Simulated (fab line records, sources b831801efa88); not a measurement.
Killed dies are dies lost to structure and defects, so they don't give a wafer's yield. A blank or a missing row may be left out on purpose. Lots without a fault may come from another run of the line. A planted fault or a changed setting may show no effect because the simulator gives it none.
Chamber matching | flow gf180mcu | GF_CONTACT_ETCH_16 on rie_diel-02: 4 sister chambers
The step etches BARC in N2/H2. 14 wafers are shown with their chamber, then 7 later ones without.

WAFERS WITH THEIR CHAMBER
wafer  | chamber | drypump_motor_current_A (A) | throttle_valve_pct (%) | oes_product_au (a.u.)
L809.2 | 1       | 5.0                         | 13.222                 | 0.857
L809.4 | 0       | 5.6                         | 13.234                 | 0.856
L809.6 | 0       | 5.6                         | 13.226                 | 0.855
L812.1 | 2       | 5.8                         | 13.216                 | 0.853
L812.2 | 3       | 5.5                         | 13.224                 | 0.849
L812.5 | 3       | 5.5                         | 13.225                 | 0.855
L814.1 | 1       | 5.0                         | 13.223                 | 0.847
L814.2 | 2       | 5.7                         | 13.218                 | 0.857
L814.3 | 3       | 5.5                         | 13.231                 | 0.850
L822.2 | 0       | 5.6                         | 13.230                 | 0.847
L822.4 | 1       | 5.0                         | 13.243                 | 0.857
L822.6 | 0       | 5.6                         | 13.215                 | 0.852
L823.1 | 2       | 5.8                         | 13.219                 | 0.852
L823.4 | 3       | 5.5                         | 13.211                 | 0.852

SIGNATURES (means of the wafers above)
reading                 | chamber 0 | chamber 1 | chamber 2 | chamber 3 | scatter within a chamber
drypump_motor_current_A | 5.600     | 5.000     | 5.767     | 5.500     | 0.0258
throttle_valve_pct      | 13.22625  | 13.22933  | 13.21767  | 13.22275  | 0.00836
oes_product_au          | 0.85250   | 0.85367   | 0.85400   | 0.85150   | 0.00388
Rule: a wafer's distance from a chamber is the root of the sum, over the readings, of the square of ((its reading less the chamber's mean) divided by the reading's scatter). The wafer belongs to the nearest chamber; if the next one is less than 2 further off, it can't be placed. The scatter: the root of (the sum of the squares of (reading less its chamber's mean) over the shown wafers, divided by (wafers less chambers)).

WAFERS WITHOUT THEIR CHAMBER
wafer  | drypump_motor_current_A (A) | throttle_valve_pct (%) | oes_product_au (a.u.)
L823.5 | 5.7                         | 13.234                 | 0.845
L824.1 | 5.0                         | 13.235                 | 0.855
L824.2 | 5.5                         | 13.228                 | 0.859
L824.6 | 5.0                         | 13.231                 | 0.866
L828.2 | 5.0                         | 13.216                 | 0.867
L828.4 | 5.5                         | 13.219                 | 0.857
L828.5 | 5.5                         | 13.223                 | 0.849

WHICH CHAMBER EACH WENT THROUGH
wafer  | from the rows above     | in truth
L823.5 | can't be placed: 2 or 0 | 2
L824.1 | 1                       | 1
L824.2 | 3                       | 3
L824.6 | 1                       | 1
L828.2 | 1                       | 1
L828.4 | 3                       | 3
L828.5 | 3                       | 3
Placed correctly: 6 of 7. Can't be placed from these rows: 1 (the true chamber is among the candidates in 1). Placed wrongly: 0.
